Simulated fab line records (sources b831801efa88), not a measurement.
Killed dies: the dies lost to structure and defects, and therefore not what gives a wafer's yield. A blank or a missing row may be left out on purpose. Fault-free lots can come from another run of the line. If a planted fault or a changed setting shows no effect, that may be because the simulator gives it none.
A lot that was struck, set against a sound lot :: flow sky130 :: 15 out of 708 route steps
Sound: wafers L953.3, L953.4, L953.6. The struck wafers were L960.1, L960.2, L960.4. The cause is given at the end.
Order at every step that has rows: each side's tool, ch and its chambers, its first start. Under that, the readings that differ: sound wafers :: struck wafers :: difference of the means :: sigmas: that difference in standard deviations of wafers without a fault.
alike: words and numbers the same on both sides, and readings whose means are apart by under 2 such deviations; not compared: readings that were withheld, readings missing a value for some wafer, numbers with overlapping values and no deviation given by the record, and bounds like >300 which may hide the same value.
Wherever a step has rows on one side only, a row that says differs or no value, or a row with sigmas, the two part there. Numbers that don't overlap but have no deviation are shown without sigmas and don't part them. A reading that every wafer of one side lacks parts them only if that side has two wafers or more.

SKY_SONOS_ONO_THK_MEAS_05:
  sound: film-metro-04 at day 12 17:37; struck: film-metro-04 at day 15 17:20
  alike: SONOS_ONO_CVD_04_THK
then, 7 steps without rows for these wafers: SKY_SONOS_ONO_DEHYDRATE_06 (time 60 s); SKY_SONOS_ONO_HMDS_07 (prime time 60 s); SKY_SONOS_ONO_COAT_08 (resist thk 1140 nm); SKY_SONOS_ONO_SOFTBAKE_09 (time 60 s); SKY_SONOS_ONO_EXPOSE_10 (exposes mask ONOM, target cd 410 nm); SKY_SONOS_ONO_PEB_11; SKY_SONOS_ONO_DEVELOP_12 (develop time 60 s).
SKY_SONOS_ONO_CD_MEAS_13: the cd target is 410 nm.
  sound: cd-sem-02 at day 13 18:19; struck: cd-sem-02 at day 16 20:28
  alike: cd-nm
SKY_SONOS_ONO_OVL_MEAS_14:
  sound: overlay-02 at day 13 18:25; struck: overlay-02 at day 16 20:35
  alike: SONOS_ONO_OVL
SKY_SONOS_ONO_ETCH_15: etches the open film in CHF3/O2, target depth 19.52 nm, time 7.8 s.
  sound on rie-diel-04 ch 0,2, day 13 18:26; struck on rie-diel-03 ch 1,2,3, day 16 20:37
  alike: drypump-motor-current-A, oes-product-au, throttle-valve-pct
  not compared: rf-hours-counter-h
then, 1 step without rows for these wafers: SKY_SONOS_ONO_WET_ETCH_16 (etches SiO2 in dHF, target depth 14 nm, time 280 s).
SKY_SONOS_ONO_STRIP_17: strips in O2/N2.
  sound on plasma-asher-04 ch 0,1, day 13 18:34; struck on plasma-asher-04 ch 0,1, day 16 20:43
reading: oes-product-au (a.u.)
sound: 0.709 0.703 0.714
struck: 0.908 0.905 0.906
difference: +0.198
sigmas: +46

reading: strip-time-to-endpoint-s (s)
sound: 14.14 14.11 14.14
struck: - - -
difference: no value on the struck wafers
sigmas: 

reading: model.NOVOLAK_of_SONOS_ONO_COAT_08.thk-nm (nm)
sound: 0 0 0
struck: 580.2 579.5 579.3
difference: +579.7
sigmas: 
  alike: drypump-motor-current-A
  not compared: rf-hours-counter-h
then, 1 step without rows for these wafers: SKY_SONOS_ONO_WET_ETCH_18 (etches Si3N4 in H3PO4, target depth 15 nm, time 172 s).
-- the record jumps here: 32 days lie between the struck wafers' starts before and after (it left off in module SONOS_ONO and takes up again in module PAD_OPEN, whose first step shown is number 708 of the route) --
SKY_PAD_OPEN_PROBE_99:
  rows exist in the record for the struck wafers here (prober-01, day 48 18:28), but not for the sound ones

## WHERE THEY PART
First at SKY_SONOS_ONO_STRIP_17; last, within this record, at SKY_PAD_OPEN_PROBE_99.

WHY: the cause the simulator had injected
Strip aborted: plasma-asher-04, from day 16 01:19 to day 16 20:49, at SKY_SONOS_ONO_STRIP_17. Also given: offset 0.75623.
